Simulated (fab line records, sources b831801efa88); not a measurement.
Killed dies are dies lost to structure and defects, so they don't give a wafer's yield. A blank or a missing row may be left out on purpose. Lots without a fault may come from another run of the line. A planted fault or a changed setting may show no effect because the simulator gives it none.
A struck lot beside a sound one | flow gf180mcu | 15 steps out of a route of 602
Sound: wafers L803.1, L803.2, L803.4. Struck: wafers L799.1, L799.3, L799.5. The cause comes at the end.
At each step with rows: each side's tool, then ch and its chambers, then its first start. Under that, the readings that differ: sound wafers | struck wafers | difference of the means | sigmas: that difference in standard deviations of wafers without a fault.
alike: readings whose means differ by less than 2 such deviations, and words and numbers that are the same on both sides. not compared: withheld readings, readings that some wafer has no value for, bounds like >300 that may hide the same value, and numbers for which the record gives no deviation and whose values overlap.
The two part at a step that has a row with sigmas, a row that says differs or no value, or rows on one side only. Numbers that don't overlap but have no deviation are shown without sigmas and don't part them. A reading that every wafer of one side lacks parts them only if that side has two wafers or more.

GF_VT_IMPLANT_OVL_MEAS_18:
  sound on overlay-02, day 9 16:47; struck on overlay-01, day 8 14:23
  alike: VT_IMPLANT_01_OVL
then, 1 step without rows for these wafers: GF_VT_IMPLANT_IMPLANT_19.
GF_VT_IMPLANT_STRIP_20: strips in O2/N2.
  sound on plasma_asher-01 ch 0,1, day 9 16:58; struck on plasma_asher-02 ch 0,1, day 8 14:34
  alike: drypump_motor_current_A, heater_power_w, oes_product_au, strip_time_to_endpoint_s
  not compared: rf_hours_counter_h
GF_VT_IMPLANT_TW_MEAS_21:
  sound on film_metro-01, day 9 17:04; struck on film_metro-02, day 8 14:40
  reading         | sound          | struck         | difference | sigmas
  VT_IMPLANT_2_TW | 1188 1187 1189 | 1219 1214 1221 | +30        | +3
then, 7 steps without rows for these wafers: GF_VT_IMPLANT_DEHYDRATE_22 (time 60 s); GF_VT_IMPLANT_HMDS_23 (prime time 60 s); GF_VT_IMPLANT_COAT_24 (resist thk 1000 nm); GF_VT_IMPLANT_SOFTBAKE_25 (time 60 s); GF_VT_IMPLANT_EXPOSE_26 (exposes mask LVPWELL HV AREA, target cd 860 nm); GF_VT_IMPLANT_PEB_27; GF_VT_IMPLANT_DEVELOP_28 (develop time 60 s).
GF_VT_IMPLANT_OVL_MEAS_29:
  sound on overlay-01, day 10 10:20; struck on overlay-02, day 9 07:31
  alike: VT_IMPLANT_02_OVL
GF_VT_IMPLANT_IMPLANT_30:
  sound on implanter-01 ch 0, day 10 10:22; struck on implanter-02 ch 0, day 9 07:34
  reading            | sound             | struck            | difference | sigmas
  tilt_deg (degrees) | 7.004 7.001 7.010 | 6.326 6.302 6.319 | -0.689     | -33
GF_VT_IMPLANT_STRIP_31: strips in O2/N2.
  sound on plasma_asher-01 ch 0,1, day 10 10:31; struck on plasma_asher-04 ch 0,1, day 9 07:43
  alike: drypump_motor_current_A, heater_power_w, oes_product_au, strip_time_to_endpoint_s
  not compared: rf_hours_counter_h
GF_PASSIVATION_PROBE_99:
  the record has rows for the sound wafers here (prober-02, day 32 15:20) and none for the struck ones

WHERE THEY PART
First at GF_VT_IMPLANT_TW_MEAS_21; last, within this record, at GF_PASSIVATION_PROBE_99.

WHY: what the simulator had put in
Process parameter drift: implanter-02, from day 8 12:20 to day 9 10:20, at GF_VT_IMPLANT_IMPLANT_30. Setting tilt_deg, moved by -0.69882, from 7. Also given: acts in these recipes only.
